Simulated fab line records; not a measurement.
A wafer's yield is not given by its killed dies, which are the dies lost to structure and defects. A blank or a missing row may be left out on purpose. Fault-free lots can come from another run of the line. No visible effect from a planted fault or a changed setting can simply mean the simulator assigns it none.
Struck lot and sound lot, side by side ; flow gf180mcu ; 14 out of 602 route steps
Sound: the wafers L536.2, L536.4, L536.6. Struck: wafers L551.1, L551.3, L551.5. At the end, the cause is stated.
Each step with rows lists, per side, the tool, then ch with its chambers, then its first start. Under that, the readings that differ: sound wafers ; struck wafers ; difference of the means ; sigmas: that difference in standard deviations of wafers without a fault.
alike: same words and numbers on both sides, and readings whose means sit less than 2 such deviations apart. not compared: any withheld reading, any reading some wafer has no value for, any bound like >300 that may hide the same value, and any number with overlapping values for which the record gives no deviation.
Wherever a step has rows on one side only, a row that says differs or no value, or a row with sigmas, the two part there. Non-overlapping numbers with no deviation appear without sigmas and do not part them. Lack of a reading on every wafer of one side parts them only where that side has two or more wafers.

first, 1 step without rows for these wafers: GF_V4_CVD_00 (deposits SiO2, target thk 600 nm, time 100 s).
GF_V4_THK_MEAS_01:
  sound on film-metro-03, day 26 04:13; struck on film-metro-03, day 30 15:40
  alike: V4_CVD_00_THK
GF_V4_CVD_02: deposits SiO2 from TEOS, target thk 850 nm, time 94.851 s.
  sound on pecvd-01 ch 0,1, day 26 04:16; struck on pecvd-04 ch 0,2, day 30 15:44
  alike: heater-power-w
  not compared: since-wet-clean-h
GF_V4_THK_MEAS_03:
  sound on film-metro-02, day 26 04:21; struck on film-metro-03, day 30 15:48
  alike: V4_CVD_02_THK
GF_V4_CMP_04: polishes SiO2.
  sound on cmp-02 ch 1,2,3, day 26 04:30; struck on cmp-02 ch 1,2,3, day 30 16:01
  alike: motor-current-A, time-to-endpoint-s
GF_V4_BOW_MEAS_05:
  sound on film-metro-01, day 26 04:43; struck on film-metro-03, day 30 16:19
  alike: V4_BOW
then, 6 steps without rows for these wafers: GF_V4_DEHYDRATE_06 (time 60 s); GF_V4_HMDS_07 (prime time 60 s); GF_V4_COAT_08; GF_V4_COAT_09 (resist thk 1000 nm); GF_V4_SOFTBAKE_10 (time 60 s); GF_V4_EXPOSE_11 (exposes mask Via4, target cd 260 nm).
GF_V4_PEB_12: peb time 90 s.
  struck on litho-track-01, day 31 09:24; sound on litho-track-03 ch 0, day 27 01:11
  no value came back on the struck wafers for chill-plate-temp-C (C), exhaust-pa (Pa); on the sound wafers chill-plate-temp-C (C) reads 23.00 23.12 23.08
then, 1 step without rows for these wafers: GF_V4_DEVELOP_13 (develop time 60 s).

WHERE THEY PART
Only at GF_V4_PEB_12, as far as this record shows.

WHY: what the simulator had put in
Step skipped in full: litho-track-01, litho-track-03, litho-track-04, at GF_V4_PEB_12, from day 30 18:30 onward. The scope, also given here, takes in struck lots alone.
